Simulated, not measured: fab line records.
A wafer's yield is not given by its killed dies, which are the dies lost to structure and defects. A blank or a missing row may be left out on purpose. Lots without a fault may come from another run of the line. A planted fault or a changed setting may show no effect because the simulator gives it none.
fab line records -- flow sky130
record lots=12, wafers=36, last-day=50
route steps=708 shown METAL1@452 CAP2M@615 METAL5@663 PAD_OPEN@708
lots with no fault: from the same line, run without faults
start-h: start of the lot's first displayed wafer, in hours after the record's first day -- wait-h: hours since the lot's step before -- " as in the row above -- L1.1+2: several wafers, shown together as one row -- - either no value or no given start -- * or withheld: withheld -- < > ~ a bound
route shown NAME@n: a module of which the file shows steps, and the number in the route of the first -- usual: average and standard deviation across the fault-free wafers -- same: alike in all rows -- chamber/n: place in a boat -- sites: per-site readings -- _std_site: the standard deviation of these -- _edge_site: inner sites' mean taken away from outer sites' mean -- radius-mm: how far each site lies from the wafer's centre -- mask NAME#n: copy n -- behind: the last tool/chamber to shape the wafer -- hold: reason for holding the lot/hours on hold/outcome of the hold -- device: the n, p or np transistor that did not switch -- end of line: the route-end tests of the same wafers -- step lacking rows: just its recipe -- killed: count of dies lost to structure and defects at first sort (not the wafer's yield) -- map: a wafer's dies, marking killed ones x, the rest . and places with no die _
set.NAME: the run value of the setting; set.NAME@STEP: its run value at that earlier step -- model.NAME: the simulator's own value behind a step, which no gauge read
steps of the route over a sample of lots; a table a step, a row a wafer
services: the hour from which a tool's chamber was out of use, counted from the record's first day as start-h (under 0 if before that day), plus the number of hours and why
## steps
# step SKY_METAL1_ETCH_18
# recipe chemistry=N2/H2, target=BARC, ion-energy-ev=200, bias-w=100, pressure-mtorr=30, n2-flow-sccm=100, h2-flow-sccm=200, icp-w=500, stop-on=SiO2, time-s=45.9, target-depth-a=600
# usual bias-w=100.02/0.29, drypump-motor-current-A=5.8/0.46, oes-product-au=0.855/0.0047, throttle-valve-pct=13.225/0.009
lot.wafer,tool,chamber,start-h,wait-h,bias-w,drypump-motor-current-A,oes-product-au,rf-hours-counter-h,throttle-valve-pct
L818.2,rie-metal-01,0,791.53,0.0,100.13,6.0,0.850,2,13.218
L818.3,rie-metal-01,1,791.53,0.0,99.72,6.4,0.854,-,13.235
L818.5,rie-metal-01,1,791.53,0.0,99.75,6.4,0.859,-,13.216
L820.2,rie-metal-01,0,794.43,0.0,99.79,6.0,0.853,3,13.239
L820.3,rie-metal-01,1,794.43,0.0,100.48,6.4,0.862,-,13.225
L820.5,rie-metal-01,0,794.43,0.0,100.02,6.0,0.858,-,13.233
L819.2,rie-metal-02,0,796.18,0.0,99.91,5.0,0.858,4,13.210
L819.3,rie-metal-02,1,796.18,0.0,99.62,5.7,0.858,-,13.217
L819.6,rie-metal-02,0,796.18,0.0,99.53,5.1,0.864,-,13.214
L821.1,rie-metal-03,0,796.83,0.0,100.32,5.5,0.861,3,13.241
L821.2,rie-metal-03,1,796.83,0.0,100.24,5.9,0.845,1,13.234
L821.5,rie-metal-03,0,796.83,0.0,100.16,5.6,0.844,-,13.211
L824.1,rie-metal-01,0,820.08,0.0,99.95,6.0,0.859,4,13.217
L824.2,rie-metal-01,1,820.08,0.0,99.86,6.4,0.858,13,13.207
L824.3,rie-metal-01,0,820.08,0.0,100.25,6.0,0.860,-,13.230
L826.1,rie-metal-01,0,827.23,0.0,100.00,6.0,0.855,4,13.219
L826.2,rie-metal-01,1,827.23,0.0,99.90,6.4,0.851,13,13.221
L826.5,rie-metal-01,1,827.23,0.0,100.16,6.4,0.856,-,13.207
L830.1,rie-metal-03,0,855.68,0.0,100.42,5.5,0.854,6,13.217
L830.2,rie-metal-03,1,855.68,0.0,100.48,6.0,0.849,4,13.221
L830.6,rie-metal-03,0,855.68,0.0,100.27,5.5,0.850,-,13.234
L832.1,rie-metal-02,0,862.73,0.0,100.00,5.0,0.852,8,13.219
L832.3,rie-metal-02,1,862.73,0.0,100.18,5.7,0.862,-,13.224
L832.6,rie-metal-02,1,862.73,0.0,100.22,5.8,0.854,-,13.226
L834.1,rie-metal-02,1,887.38,0.0,99.72,5.7,0.856,6,13.222
L834.2,rie-metal-02,0,887.38,0.0,99.85,5.0,0.856,8,13.230
L834.6,rie-metal-02,0,887.38,0.0,99.36,5.0,0.859,-,13.232
L835.1,rie-metal-03,0,892.03,0.0,100.04,5.6,0.850,7,13.218
L835.4,rie-metal-03,1,892.03,0.0,100.00,6.0,0.849,-,13.235
L835.5,rie-metal-03,0,892.03,0.0,99.81,5.6,0.859,-,13.229
L839.1,rie-metal-03,0,919.13,0.0,99.93,5.6,0.854,8,13.235
L839.3,rie-metal-03,1,919.13,0.0,100.13,5.9,0.860,-,13.215
L839.6,rie-metal-03,1,919.13,0.0,99.93,5.9,0.856,-,13.221
L840.1,rie-metal-02,1,921.83,0.0,100.53,5.7,0.856,7,13.235
L840.2,rie-metal-02,0,921.83,0.0,99.75,5.0,0.853,10,13.223
L840.5,rie-metal-02,0,921.83,0.0,99.97,5.0,0.854,-,13.223
# step SKY_CAP2M_OVL_MEAS_12
# usual CAP2M_OVL=-1.4/1.4
lot.wafer,tool,chamber,start-h,wait-h,CAP2M_OVL[nm]
L818.2,overlay-02,-,977.45,0.1,-2.5
L818.3,overlay-02,-,977.45,0.1,0.7
L818.5,overlay-02,-,977.45,0.1,-2.4
L820.2,overlay-01,-,982.90,0.1,0.7
L820.3,overlay-01,-,982.90,0.1,-0.9
L820.5,overlay-01,-,982.90,0.1,-0.4
L821.1,overlay-01,-,983.20,0.1,-0.7
L821.2,overlay-01,-,983.20,0.1,-0.7
L821.5,overlay-01,-,983.20,0.1,1.2
L819.2,overlay-02,-,983.40,0.1,-1.6
L819.3,overlay-02,-,983.40,0.1,-1.8
L819.6,overlay-02,-,983.40,0.1,0.6
L824.1,overlay-02,-,1003.05,0.1,-1.3
L824.2,overlay-02,-,1003.05,0.1,-1.5
L824.3,overlay-02,-,1003.05,0.1,-2.6
L826.1,overlay-01,-,1010.65,0.1,-1.9
L826.2,overlay-01,-,1010.65,0.1,-1.4
L826.5,overlay-01,-,1010.65,0.1,0.1
L830.1,overlay-02,-,1036.55,0.1,-0.5
L830.2,overlay-02,-,1036.55,0.1,-2.6
L830.6,overlay-02,-,1036.55,0.1,-1.4
L832.1,overlay-02,-,1041.15,0.1,0.0
L832.3,overlay-02,-,1041.15,0.1,-1.8
L832.6,overlay-02,-,1041.15,0.1,-2.4
L834.1,overlay-01,-,1062.94,0.1,-2.5
L834.2,overlay-01,-,1062.94,0.1,-1.4
L834.6,overlay-01,-,1062.94,0.1,0.1
L835.1,overlay-02,-,1066.49,0.1,-2.6
L835.4,overlay-02,-,1066.49,0.1,-3.1
L835.5,overlay-02,-,1066.49,0.1,-5.3
L839.1,overlay-02,-,1088.55,0.1,-1.0
L839.3,overlay-02,-,1088.55,0.1,-2.7
L839.6,overlay-02,-,1088.55,0.1,-0.5
L840.1,overlay-02,-,1091.40,0.1,-3.1
L840.2,overlay-02,-,1091.40,0.1,0.4
L840.5,overlay-02,-,1091.40,0.1,-3.3
# step SKY_METAL5_SPUTTER_02
# recipe material=AlCu, target-thk-nm=1150, power-w=10600, time-s=61.2, chamber-pressure-pa=0.4
# usual throttle-valve-pct=30.1/0.83
lot.wafer,tool,chamber,start-h,wait-h,throttle-valve-pct
L818.2,pvd-sputter-02,-,1026.97,0.0,30.5
L818.3,pvd-sputter-02,-,1026.97,0.0,29.2
L818.5,pvd-sputter-02,-,1026.97,0.0,29.2
L820.2,pvd-sputter-01,-,1032.38,0.0,30.7
L820.3,pvd-sputter-01,-,1032.38,0.0,30.2
L820.5,pvd-sputter-01,-,1032.38,0.0,30.6
L821.1,pvd-sputter-03,-,1032.73,0.0,29.3
L821.2,pvd-sputter-03,-,1032.73,0.0,30.2
L821.5,pvd-sputter-03,-,1032.73,0.0,30.3
L819.2,pvd-sputter-01,-,1033.82,0.0,30.3
L819.3,pvd-sputter-01,-,1033.82,0.0,30.8
L819.6,pvd-sputter-01,-,1033.82,0.0,30.2
L824.1,pvd-sputter-01,-,1051.35,0.0,30.6
L824.2,pvd-sputter-01,-,1051.35,0.0,30.3
L824.3,pvd-sputter-01,-,1051.35,0.0,30.3
L826.1,pvd-sputter-02,-,1058.09,0.0,30.4
L826.2,pvd-sputter-02,-,1058.09,0.0,28.9
L826.5,pvd-sputter-02,-,1058.09,0.0,30.4
L830.1,pvd-sputter-03,-,1082.25,0.0,29.1
L830.2,pvd-sputter-03,-,1082.25,0.0,31.6
L830.6,pvd-sputter-03,-,1082.25,0.0,29.1
L832.1,pvd-sputter-02,-,1088.61,0.0,28.9
L832.3,pvd-sputter-02,-,1088.61,0.0,30.3
L832.6,pvd-sputter-02,-,1088.61,0.0,30.4
L834.1,pvd-sputter-01,-,1109.93,0.0,30.4
L834.2,pvd-sputter-01,-,1109.93,0.0,30.6
L834.6,pvd-sputter-01,-,1109.93,0.0,30.5
L835.1,pvd-sputter-03,-,1112.90,0.0,28.7
L835.4,pvd-sputter-03,-,1112.90,0.0,29.5
L835.5,pvd-sputter-03,-,1112.90,0.0,31.6
L839.1,pvd-sputter-02,-,1132.78,0.0,29.1
L839.3,pvd-sputter-02,-,1132.78,0.0,30.7
L839.6,pvd-sputter-02,-,1132.78,0.0,28.9
L840.1,pvd-sputter-03,-,1135.19,0.0,30.5
L840.2,pvd-sputter-03,-,1135.19,0.0,29.2
L840.5,pvd-sputter-03,-,1135.19,0.0,28.9
# step SKY_METAL5_RS_MEAS_05
# recipe thk-meas-gauge=four-point-probe, reads=TiN_of_METAL5_SPUTTER_04+Ti_of_METAL5_SPUTTER_03+AlCu_of_METAL5_SPUTTER_02+TiN_of_METAL5_SPUTTER_01+Ti_of_METAL5_SPUTTER_00
# usual METAL5_ALCU_RS=0.02707/0.00028
lot.wafer,tool,chamber,start-h,wait-h,METAL5_ALCU_RS[ohm/sq]
L818.2,film-metro-02,-,1027.11,0.0,0.02698
L818.3,film-metro-02,-,1027.11,0.0,0.02741
L818.5,film-metro-02,-,1027.11,0.0,0.02733
L820.2,film-metro-03,-,1032.51,0.0,0.02712
L820.3,film-metro-03,-,1032.51,0.0,0.02712
L820.5,film-metro-03,-,1032.51,0.0,0.02713
L821.1,film-metro-02,-,1032.85,0.0,0.0267
L821.2,film-metro-02,-,1032.85,0.0,0.02689
L821.5,film-metro-02,-,1032.85,0.0,0.02676
L819.2,film-metro-04,-,1033.96,0.0,0.02683
L819.3,film-metro-04,-,1033.96,0.0,0.02675
L819.6,film-metro-04,-,1033.96,0.0,0.02706
L824.1,film-metro-02,-,1051.46,0.0,0.02637
L824.2,film-metro-02,-,1051.46,0.0,0.02667
L824.3,film-metro-02,-,1051.46,0.0,0.02647
L826.1,film-metro-03,-,1058.21,0.0,0.0276
L826.2,film-metro-03,-,1058.21,0.0,0.02745
L826.5,film-metro-03,-,1058.21,0.0,0.02754
L830.1,film-metro-04,-,1082.36,0.0,0.02736
L830.2,film-metro-04,-,1082.36,0.0,0.02737
L830.6,film-metro-04,-,1082.36,0.0,0.02731
L832.1,film-metro-04,-,1088.73,0.0,0.0269
L832.3,film-metro-04,-,1088.73,0.0,0.02695
L832.6,film-metro-04,-,1088.73,0.0,0.0268
L834.1,film-metro-03,-,1110.05,0.0,0.02731
L834.2,film-metro-03,-,1110.05,0.0,0.0273
L834.6,film-metro-03,-,1110.05,0.0,0.02748
L835.1,film-metro-04,-,1113.02,0.0,0.02716
L835.4,film-metro-04,-,1113.02,0.0,0.02715
L835.5,film-metro-04,-,1113.02,0.0,0.02724
L839.1,film-metro-04,-,1132.90,0.0,0.02702
L839.3,film-metro-04,-,1132.90,0.0,0.02678
L839.6,film-metro-04,-,1132.90,0.0,0.02712
L840.1,film-metro-02,-,1135.31,0.0,0.02725
L840.2,film-metro-02,-,1135.31,0.0,0.02695
L840.5,film-metro-02,-,1135.31,0.0,0.02707
# step SKY_PAD_OPEN_PROBE_99
# usual defect-limited-yield=82.4/2, killed_at_M0_to_M3=44/7.4, killed_at_M4_up=3.0/1.6, killed-at-contacts=24/5, killed-at-front-end=15/4.6, killed-at-other=0.4/0.65, killed-dies=86/9.6, killed-open=48/7.4, killed-short=38/6.9, sort_bin_3_pad_short=0.9/0.43, sort_bin_5_function=10.4/1.3, sort_bin_6_memory=6.3/1.2, sort-n-pass=406/9.6, sort-yield-pct=82.4/2
# same gross-dies=492, killed-at-back-side=0, sort_bin_4_leakage[%]=0, sort_bin_8_speed[%]=0
lot.wafer,tool,chamber,start-h,wait-h,defect-limited-yield[%],killed_at_M0_to_M3,killed_at_M4_up,killed-at-contacts,killed-at-front-end,killed-at-other,killed-dies,killed-open,killed-short,sort_bin_3_pad_short[%],sort_bin_5_function[%],sort_bin_6_memory[%],sort-n-pass,sort-yield-pct[%]
L824.1,prober-01,-,1116.61,0.1,70.9,92,7,27,17,0,143,46,44,3.0,18.1,7.9,349,70.9
L824.2,prober-01,-,1116.66,0.1,73.6,91,0,25,14,0,130,50,37,4.1,15.9,6.5,362,73.6
L824.3,prober-01,-,1116.71,0.2,71.5,98,4,28,10,0,140,59,31,2.2,16.7,9.6,352,71.5
L826.1,prober-01,-,1123.77,0.1,69.7,105,2,22,18,2,149,47,39,3.3,19.3,7.7,343,69.7
L826.2,prober-01,-,1123.82,0.1,76.4,72,4,20,20,0,116,37,31,3.9,14.0,5.7,376,76.4
L826.5,prober-01,-,1123.97,0.2,74.8,91,0,16,16,1,124,48,28,3.0,17.3,4.9,368,74.8
# killed by level:class
L824.1 METAL1:unspecified=53 CONTACT:geometric-particle:open=12 VIA1:geometric-particle:open=7 FIELD_ISO:geometric-particle:open=6 VIA2:geometric-particle:open=6 LI_CONTACT:geometric-particle:open=5 CONTACT:geometric-particle:short=5 METAL2:geometric-particle:short=5
L824.2 METAL1:unspecified=43 VIA1:geometric-particle:open=11 CONTACT:geometric-particle:open=9 METAL2:geometric-particle:short=9 LI_CONTACT:geometric-particle:open=8 VIA3:geometric-particle:open=6 METAL1:geometric-particle:short=5 VIA2:geometric-particle:open=5
L824.3 METAL1:unspecified=50 VIA1:geometric-particle:open=16 CONTACT:geometric-particle:open=12 LI_CONTACT:geometric-particle:open=7 METAL2:geometric-particle:short=6 VIA3:geometric-particle:open=6 VIA3:geometric-particle:short=5 VIA2:geometric-particle:open=5
L826.1 METAL1:unspecified=62 VIA1:geometric-particle:open=13 CONTACT:geometric-particle:open=11 VIA1:geometric-particle:short=8 METAL2:geometric-particle:short=6 FIELD_ISO:geometric-particle:open=5 FIELD_ISO:geometric-particle:short=4 LI_CONTACT:geometric-particle:open=4
L826.2 METAL1:unspecified=48 FIELD_ISO:geometric-particle:open=8 LOCAL_INTERCONNECT:geometric-particle:short=7 FIELD_ISO:geometric-particle:short=6 VIA2:geometric-particle:open=6 CONTACT:geometric-particle:open=5 VIA1:geometric-particle:open=5 POLY_GATE:geometric-particle:short=4
L826.5 METAL1:unspecified=47 VIA1:geometric-particle:open=16 VIA3:geometric-particle:open=7 CONTACT:geometric-particle:open=6 VIA1:geometric-particle:short=6 FIELD_ISO:geometric-particle:open=5 POLY_GATE:geometric-particle:short=5 VIA2:geometric-particle:open=4
## services
tool,chamber,start-h,hours,kind
pvd-sputter-02,-,812.79,4.9,repair
rie-metal-03,-,814.19,0.5,repair
pvd-sputter-01,-,818.10,1.1,repair
pvd-sputter-03,0,821.79,-,consumable-replace:kit
pvd-sputter-03,0,821.79,18.0,scheduled-down
pvd-sputter-03,0,821.79,18.0,vent-cycle
pvd-sputter-01,3,832.59,-,consumable-replace:kit
pvd-sputter-01,3,832.59,18.0,scheduled-down
pvd-sputter-01,3,832.59,18.0,vent-cycle
pvd-sputter-01,-,909.97,2.6,repair
pvd-sputter-02,0,941.21,-,consumable-replace:kit
pvd-sputter-02,0,941.21,18.0,scheduled-down
rie-metal-03,-,947.65,15.6,pm
rie-metal-02,0,975.74,1.5,repair
rie-metal-02,-,976.68,0.6,repair
pvd-sputter-02,-,983.41,1.5,repair
rie-metal-02,0,994.43,4.1,repair
pvd-sputter-02,-,995.85,1.8,repair
rie-metal-03,1,1032.42,8.9,repair
rie-metal-01,1,1051.60,5.9,repair
pvd-sputter-03,-,1070.13,1.3,repair
pvd-sputter-03,-,1079.80,0.9,repair
pvd-sputter-02,-,1126.05,4.3,repair
rie-metal-03,1,1128.55,1.1,repair
## key
first-sign step=SKY_PAD_OPEN_PROBE_99, reading=killed_at_M0_to_M3, direction=up, sigmas=6.4, usual=44, struck=92
effect step=SKY_PAD_OPEN_PROBE_99, reading=sort_bin_3_pad_short, direction=up, sigmas=5.5, usual=0.9, struck=3.3
met-at SKY_METAL1_ETCH_18
struck-lots L824,L826
not-acting-at SKY_CAP2M_OVL_MEAS_12,SKY_METAL5_SPUTTER_02,SKY_METAL5_RS_MEAS_05
onset-between 794.43 820.08
fault kind=chamber-particle-source, tool=rie-metal-01, chamber=-, onset-h=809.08, steps=SKY_METAL1_ETCH_18, rate-per-visit-cm2=1.0105, until-the-next-wet-clean=True
